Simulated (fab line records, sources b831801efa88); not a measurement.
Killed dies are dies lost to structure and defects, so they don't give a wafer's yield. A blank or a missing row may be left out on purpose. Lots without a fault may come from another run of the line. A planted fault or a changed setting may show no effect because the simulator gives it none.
Chamber matching | flow gf180mcu | GF_STI_ETCH_14 on rie_si-02: 3 sister chambers
The step etches Si in HBr/Cl2/O2, target depth 360 nm, time 102.9 s. 16 wafers are shown with their chamber, then 6 later ones without.

WAFERS WITH THEIR CHAMBER
wafer  | chamber | drypump_motor_current_A (A) | oes_product_au (a.u.) | throttle_valve_pct (%)
L975.1 | 0       | 5.4                         | 1.020                 | 25.649
L975.4 | 2       | 5.2                         | 1.000                 | 25.656
L975.5 | 2       | 5.2                         | 1.002                 | 25.671
L977.3 | 2       | 5.2                         | 1.004                 | 25.649
L977.4 | 0       | 5.3                         | 1.030                 | 25.634
L977.6 | 2       | 5.2                         | 1.013                 | 25.648
L979.3 | 2       | 5.2                         | 1.003                 | 25.649
L979.4 | 3       | 5.8                         | 1.019                 | 25.632
L979.6 | 3       | 5.8                         | 1.002                 | 25.646
L980.1 | 3       | 5.8                         | 1.038                 | 25.630
L980.2 | 2       | 5.2                         | 1.011                 | 25.657
L980.3 | 0       | 5.3                         | 1.024                 | 25.629
L986.3 | 3       | 5.8                         | 1.012                 | 25.648
L986.4 | 0       | 5.3                         | 1.019                 | 25.628
L986.6 | 2       | 5.2                         | 1.012                 | 25.629
L992.1 | 2       | 5.2                         | 1.007                 | 25.637

SIGNATURES (means of the wafers above)
reading                 | chamber 0 | chamber 2 | chamber 3 | scatter within a chamber
drypump_motor_current_A | 5.325     | 5.200     | 5.800     | 0.024
oes_product_au          | 1.02325   | 1.00650   | 1.01775   | 0.00851
throttle_valve_pct      | 25.63500  | 25.64950  | 25.63900  | 0.0114
Rule: a wafer's distance from a chamber is the root of the sum, over the readings, of the square of ((its reading less the chamber's mean) divided by the reading's scatter). The wafer belongs to the nearest chamber; if the next one is less than 2 further off, it can't be placed. The scatter: the root of (the sum of the squares of (reading less its chamber's mean) over the shown wafers, divided by (wafers less chambers)).

WAFERS WITHOUT THEIR CHAMBER
wafer  | drypump_motor_current_A (A) | oes_product_au (a.u.) | throttle_valve_pct (%)
L992.4 | 5.8                         | 1.015                 | 25.650
L993.1 | 5.8                         | 1.014                 | 25.640
L993.3 | 5.3                         | 1.016                 | 25.647
L993.6 | 5.3                         | 1.017                 | 25.648
L994.1 | 5.2                         | 1.013                 | 25.655
L994.3 | 5.8                         | 1.006                 | 25.642

WHICH CHAMBER EACH WENT THROUGH
wafer  | from the rows above | in truth
L992.4 | 3                   | 3
L993.1 | 3                   | 3
L993.3 | 0                   | 0
L993.6 | 0                   | 0
L994.1 | 2                   | 2
L994.3 | 3                   | 3
Placed correctly: 6 of 6. Can't be placed from these rows: 0. Placed wrongly: 0.
